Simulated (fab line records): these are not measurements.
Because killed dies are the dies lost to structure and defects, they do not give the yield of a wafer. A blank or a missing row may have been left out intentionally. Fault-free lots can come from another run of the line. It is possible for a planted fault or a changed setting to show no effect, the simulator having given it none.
Code-filled problem report in 8D (eight disciplines) form + flow gf180mcu + the parts of the form that need people (team, actions taken, sign-off) are left out

1. WHAT IS WRONG
V3_W_RS at GF_V3_RS_MEAS_24 reads a mean of 0.195 ohm/sq on 6 wafers of 2 lots; wafers without a fault read 0.327 ohm/sq with a standard deviation of 0.0041. Measured from the usual mean, that is -32 standard deviations.
The step: measures by four-point-probe.
The first sign was on wafer L449.1 at day 26 09:30, on film-metro-04. The record has a number at this step for 30 wafers belonging to 10 lots. Rule for "out" (also "out of limits"): further than 4 standard deviations from the usual mean. The rest of the wafers with a number are treated as sound.

2. WHAT IT IS, WHAT IT ISN'T
| question                    | is                           | is not                                                                          |
|-----------------------------|------------------------------|---------------------------------------------------------------------------------|
| which readings at this step | V3_W_RS                      | -                                                                               |
| which lots                  | L449, L450                   | L438, L439, L440, L441, L442, L458, L459, L461                                  |
| which wafers of those lots  | all that have a number       | -                                                                               |
| read on which gauges        | film-metro-01, film-metro-04 | film-metro-02                                                                   |
| when                        | from day 26 09:30            | up to then (15 sound wafers); but 9 sound wafers of L458, L459, L461 came after |

3. THE SUSPECTS, EACH WITH WHAT RULES IT OUT
Counting: any tool at a process step up to the reading is kept as a suspect provided that every lot that is out went through it and no sound lot did after the first of them.
- the gauge at GF_V3_RS_MEAS_24 has been ruled out. 2 gauges (film-metro-01, film-metro-04) read the wafers that are out.
- cvd-w-01 at GF_V3_CVD_23 (deposits W, target thk 350 nm, time 104.9 s): kept. Every lot that is out went through it, starting with L449 (day 26 09:23), and after that it ran no sound lot; the last sound lot it ran before then is L442 (day 23 22:53). Its own susceptor-temp-C readings are out on those wafers.
After counting, what remains is cvd-w-01 at GF_V3_CVD_23.

4. THE CAUSE (what the simulator had put in)
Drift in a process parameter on cvd-w-01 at GF_V3_CVD_23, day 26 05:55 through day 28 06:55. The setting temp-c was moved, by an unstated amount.
After counting, this tool was the only one left.

5. SEQUENCE OF EFFECTS, ordered by route
Rows list readings where the struck wafers' mean (over those with a number) sits beyond 3 standard deviations from the usual. Only readings for which the record gives a usual standard deviation are gone through. hours: the time from each lot's start at the first step in this table that gives one to its start at this step, as a median over the lots. sigmas: the change in usual standard deviations.
| hours | step              | reading            | usual        | on struck wafers | change | sigmas      |
|-------|-------------------|--------------------|--------------|------------------|--------|-------------|
| 0     | GF_V3_CVD_23      | susceptor-temp-C   | 400.00 C     | 429.84           | +29.84 | +99 or more |
| 0     | GF_V3_RS_MEAS_24  | V3_W_RS            | 0.327 ohm/sq | 0.195            | -0.133 | -32         |
| 0     | GF_V3_THK_MEAS_25 | V3_W_THK           | 349 nm       | 564              | +215   | +39         |
| 0     | GF_V3_CMP_26      | time-to-endpoint-s | 84 s         | 145              | +61    | +17         |
The process steps in it:
- GF_V3_CVD_23: deposits W, target thk 350 nm, time 104.9 s.
- GF_V3_CMP_26: polishes, stops on SiO2, t overpolish 15 s, target thk 0 nm.

6. HOW IT WOULD HAVE BEEN CAUGHT EARLIER
Counted from the fault's start at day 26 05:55, it took 4 hours until the first out-of-limits reading at a measuring or inspecting step in this record, taken at day 26 09:30.
At GF_V3_CVD_23, the tool's own readings (susceptor-temp-C) were out on each struck wafer the step has a row for, so an alarm limit on them would have fired on the first such wafer.
Of the lots that are out (2), L450 began GF_V3_CVD_23 on cvd-w-01 after day 26 09:30. A tool hold placed at that time would have kept it from harm.
